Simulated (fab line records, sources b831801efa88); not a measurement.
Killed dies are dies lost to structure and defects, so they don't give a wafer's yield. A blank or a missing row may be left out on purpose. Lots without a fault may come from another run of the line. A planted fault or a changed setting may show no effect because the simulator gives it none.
fab line records | flow gf180mcu
record lots=14 wafers=42 last_day=34
route steps=602 shown VT_IMPLANT@108 POLY_GATE@157 HV_LDD@214 SAB@274
lots that met no fault: from a run of the same line without faults
start_h: hours from the record's first day to the start of the lot's first wafer shown | wait_h: hours since the lot's step before | " the same as in the row above | L1.1+2: a row that stands for several wafers | - no value, or no start given | * or withheld: withheld | < > ~ a bound
route shown NAME@n: a module of which the file shows steps, and the number in the route of the first | usual: mean/standard deviation of fault-free wafers | same: alike in all rows | chamber/n: place in a boat | sites: the reading at each site | _std_site: their standard deviation | _edge_site: outer sites' mean less inner sites' | radius_mm: how far each site lies from the wafer's centre | mask NAME#n: copy n | behind: the tool/chamber that last shaped the wafer | hold: why the lot was held/for how many hours/how that ended | device: the transistor (n, p or np) that didn't switch | end of line: the same wafers' tests at the end of the route | a step without rows: its recipe alone | killed: dies lost to structure and defects at the first sort, not the wafer's yield | map: a wafer's dies, x killed, . not, _ none there
set.NAME: the setting as run; set.NAME@STEP: as run at that earlier step | model.NAME: the simulator's own value behind a step, which no gauge read
steps of the route over a sample of lots; a table a step, a row a wafer
services: from which hour (start_h, from the record's first day; less than 0 if before it) a tool's chamber was out of use, for how many hours, and why
## steps
# step GF_VT_IMPLANT_OVL_MEAS_18
# usual VT_IMPLANT_01_OVL=-0.6/1.5
# columns lot.wafer tool chamber start_h wait_h VT_IMPLANT_01_OVL[nm]
L604.4 overlay-01 - 127.15 0.1 0.8
L604.5 " - " " -0.3
L604.6 " - " " 0.1
L605.1 overlay-01 - 131.93 0.1 -2.2
L605.2 " - " " -3.4
L605.4 " - " " -2.4
L606.2 overlay-02 - 137.40 0.1 0.5
L606.4 " - " " -0.1
L606.5 " - " " -2.3
L607.1 overlay-01 - 143.35 0.1 -0.2
L607.3 " - " " 0.9
L607.5 " - " " 0.8
L608.1 overlay-02 - 150.45 0.1 0.7
L608.4 " - " " 1.1
L608.5 " - " " 0.9
L609.1 overlay-02 - 158.34 0.1 -2.4
L609.2 " - " " -2.0
L609.3 " - " " -1.7
L616.3 overlay-02 - 204.25 0.1 -0.6
L616.4 " - " " -0.5
L616.5 " - " " 0.0
L617.3 overlay-01 - 209.91 0.1 -0.2
L617.4 " - " " -0.6
L617.6 " - " " -0.8
L618.4 overlay-01 - 213.37 0.1 -2.8
L618.5 " - " " -2.9
L618.6 " - " " -1.4
L620.1 overlay-01 - 230.93 0.1 0.5
L620.5 " - " " 2.1
L620.6 " - " " -0.6
L622.1 overlay-02 - 243.25 0.1 0.5
L622.5 " - " " 0.9
L622.6 " - " " 0.1
L623.1 overlay-02 - 249.51 0.1 -1.8
L623.2 " - " " -1.1
L623.5 " - " " -2.7
L624.3 overlay-01 - 256.44 0.1 -0.1
L624.4 " - " " 0.2
L624.5 " - " " 1.0
L626.3 overlay-02 - 267.56 0.1 -2.6
L626.5 " - " " 0.5
L626.6 " - " " -1.5
# step GF_POLY_GATE_CVD_00
# recipe material=poly-Si target_thk_nm=200 temp_c=620 time_s=1200 pressure_mtorr=200
# usual spike_tc_top_C=640.3/1.4
# columns lot.wafer tool chamber start_h wait_h spike_tc_top_C
L604.4 lpcvd-01 1 179.42 0.0 641.3
L604.5 " 1 " " 640.0
L604.6 " 1 " " 638.6
L605.1 lpcvd-02 0 184.28 0.0 641.9
L605.2 " 0 " " 641.9
L605.4 " 0 " " 641.1
L606.2 lpcvd-01 0 191.47 0.0 637.6
L606.4 " 0 " " 639.8
L606.5 " 0 " " 637.8
L607.1 lpcvd-02 1 198.07 0.0 641.0
L607.3 " 1 " " 640.8
L607.5 " 1 " " 639.2
L608.1 lpcvd-02 0 206.80 0.0 639.2
L608.4 " 0 " " 640.9
L608.5 " 0 " " 640.0
L609.1 lpcvd-01 0 214.45 0.0 637.7
L609.2 " 0 " " 637.5
L609.3 " 0 " " 638.5
L616.3 lpcvd-02 0 264.54 0.5 638.9
L616.4 " 0 " " 639.1
L616.5 " 0 " " 640.3
L617.3 lpcvd-01 0 271.73 0.0 637.0
L617.4 " 0 " " 638.6
L617.6 " 0 " " 639.4
L618.4 lpcvd-01 1 274.68 0.0 643.2
L618.5 " 1 " " 640.1
L618.6 " 1 " " 641.2
L620.1 lpcvd-02 1 295.33 0.0 641.0
L620.5 " 1 " " 642.1
L620.6 " 1 " " 638.7
L622.1 lpcvd-02 1 307.27 0.0 640.9
L622.5 " 1 " " 641.8
L622.6 " 1 " " 641.6
L623.1 lpcvd-02 1 313.47 0.0 641.2
L623.2 " 1 " " 639.1
L623.5 " 1 " " 640.7
L624.3 lpcvd-02 1 320.97 0.0 642.3
L624.4 " 1 " " 640.7
L624.5 " 1 " " 642.1
L626.3 lpcvd-02 1 332.96 0.0 640.8
L626.5 " 1 " " 640.7
L626.6 " 1 " " 642.5
# step GF_POLY_GATE_THK_MEAS_01
# recipe reads=poly-Si_of_POLY_GATE_CVD_00
# usual POLY_GATE_CVD_00_THK=200.3/1.7
# columns lot.wafer tool chamber start_h wait_h POLY_GATE_CVD_00_THK[nm]
L604.4 film_metro-03 - 180.78 0.0 197.5
L604.5 " - " " 196.1
L604.6 " - " " 197.1
L605.1 film_metro-03 - 185.61 0.0 200.9
L605.2 " - " " 201.3
L605.4 " - " " 201.7
L606.2 film_metro-02 - 193.48 0.0 199.5
L606.4 " - " " 199.3
L606.5 " - " " 199.4
L607.1 film_metro-01 - 199.40 0.0 199.6
L607.3 " - " " 199.4
L607.5 " - " " 201.8
L608.1 film_metro-02 - 208.13 0.0 201.0
L608.4 " - " " 200.5
L608.5 " - " " 201.1
L609.1 film_metro-01 - 215.78 0.0 200.2
L609.2 " - " " 200.5
L609.3 " - " " 200.2
L616.3 film_metro-03 - 266.56 0.0 203.2
L616.4 " - " " 202.1
L616.5 " - " " 199.5
L617.3 film_metro-02 - 273.09 0.0 205.6
L617.4 " - " " 205.5
L617.6 " - " " 206.3
L618.4 film_metro-01 - 276.04 0.0 205.4
L618.5 " - " " 204.6
L618.6 " - " " 203.7
L620.1 film_metro-01 - 297.33 0.0 202.3
L620.5 " - " " 200.3
L620.6 " - " " 201.5
L622.1 film_metro-02 - 308.61 0.0 203.1
L622.5 " - " " 204.1
L622.6 " - " " 202.0
L623.1 film_metro-01 - 314.81 0.0 201.4
L623.2 " - " " 198.6
L623.5 " - " " 201.1
L624.3 film_metro-03 - 322.32 0.0 202.2
L624.4 " - " " 202.1
L624.5 " - " " 202.1
L626.3 film_metro-03 - 334.32 0.0 200.7
L626.5 " - " " 199.1
L626.6 " - " " 198.5
# step GF_HV_LDD_TW_MEAS_38
# usual HV_LDD_3_TW=1425/17
# columns lot.wafer tool chamber start_h wait_h HV_LDD_3_TW
L604.4 film_metro-01 - 255.98 0.1 1414
L604.5 " - " " 1409
L604.6 " - " " 1414
L605.1 film_metro-01 - 262.09 0.1 1409
L605.2 " - " " 1421
L605.4 " - " " 1409
L606.2 film_metro-01 - 270.55 0.1 1402
L606.4 " - " " 1408
L606.5 " - " " 1411
L607.1 film_metro-04 - 276.22 0.1 1441
L607.3 " - " " 1439
L607.5 " - " " 1446
L608.1 film_metro-01 - 287.75 0.1 1400
L608.4 " - " " 1404
L608.5 " - " " 1410
L609.1 film_metro-01 - 295.13 0.1 1407
L609.2 " - " " 1405
L609.3 " - " " 1417
L616.3 film_metro-03 - 351.72 0.1 1434
L616.4 " - " " 1444
L616.5 " - " " 1433
L617.3 film_metro-04 - 359.63 0.1 1444
L617.4 " - " " 1446
L617.6 " - " " 1439
L618.4 film_metro-01 - 362.57 0.1 1396
L618.5 " - " " 1405
L618.6 " - " " 1401
L620.1 film_metro-01 - 386.45 0.1 1413
L620.5 " - " " 1405
L620.6 " - " " 1422
L622.1 film_metro-01 - 398.07 0.1 1408
L622.5 " - " " 1415
L622.6 " - " " 1408
L623.1 film_metro-01 - 408.46 0.1 1420
L623.2 " - " " 1406
L623.5 " - " " 1423
L624.3 film_metro-01 - 414.33 0.1 1414
L624.4 " - " " 1414
L624.5 " - " " 1408
L626.3 film_metro-03 - 429.61 0.1 1444
L626.5 " - " " 1442
L626.6 " - " " 1440
# step GF_SAB_OVL_MEAS_10
# usual SAB_OVL=0.2/1.2
# columns lot.wafer tool chamber start_h wait_h SAB_OVL[nm]
L604.4 overlay-01 - 341.97 0.1 2.5
L604.5 " - " " 1.4
L604.6 " - " " 2.2
L605.1 overlay-01 - 348.16 0.1 -0.9
L605.2 " - " " -1.0
L605.4 " - " " -2.1
L606.2 overlay-02 - 359.35 0.1 0.3
L606.4 " - " " 0.4
L606.5 " - " " 0.7
L607.1 overlay-01 - 366.27 0.1 0.4
L607.3 " - " " 0.0
L607.5 " - " " 0.0
L608.1 overlay-02 - 377.42 0.1 -0.1
L608.4 " - " " -0.7
L608.5 " - " " -0.8
L609.1 overlay-01 - 385.84 0.1 -2.4
L609.2 " - " " -1.4
L609.3 " - " " -0.6
L616.3 overlay-02 - 449.47 0.1 0.8
L616.4 " - " " 3.1
L616.5 " - " " 0.2
L617.3 overlay-01 - 459.17 0.1 0.5
L617.4 " - " " 0.2
L617.6 " - " " -0.6
L618.4 overlay-02 - 461.79 0.1 1.4
L618.5 " - " " 1.4
L618.6 " - " " 0.9
L620.1 overlay-01 - 487.60 0.1 -0.3
L620.5 " - " " 0.3
L620.6 " - " " 1.4
L622.1 overlay-02 - 498.80 0.1 -1.6
L622.5 " - " " 1.0
L622.6 " - " " -0.8
L623.1 overlay-02 - 510.27 0.1 -1.1
L623.2 " - " " -1.1
L623.5 " - " " -1.3
L624.3 overlay-01 - 515.07 0.1 2.2
L624.4 " - " " -0.3
L624.5 " - " " 2.1
L626.3 overlay-01 - 530.26 0.1 1.3
L626.5 " - " " 0.4
L626.6 " - " " 1.4
## services
# columns tool chamber start_h hours kind
lpcvd-02 - 290.64 0.5 repair
## key
first_sign step=GF_POLY_GATE_THK_MEAS_01 reading=POLY_GATE_CVD_00_THK direction=up sigmas=2.9 usual=200.3 struck=205.2
effect none on later readings
met_at GF_POLY_GATE_CVD_00
struck_lots L617,L618
tester_left_out L617,L618
not_acting_at GF_VT_IMPLANT_OVL_MEAS_18,GF_HV_LDD_TW_MEAS_38,GF_SAB_OVL_MEAS_10
onset_between 214.45 271.73
fault kind=process_parameter_drift tool=lpcvd-01 chamber=- onset_h=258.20 steps=GF_POLY_GATE_CVD_00 channel=time_s offset=* shape=step end_h=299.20 acts_in=* stated=*
# tester_left_out: of these lots the tester's yield and bins aren't shown, on N5 and GAA mostly nor the transistor test; their killed dies are dies lost to structure and defects alone, not to doping, threshold or leakage, so they don't give the yield
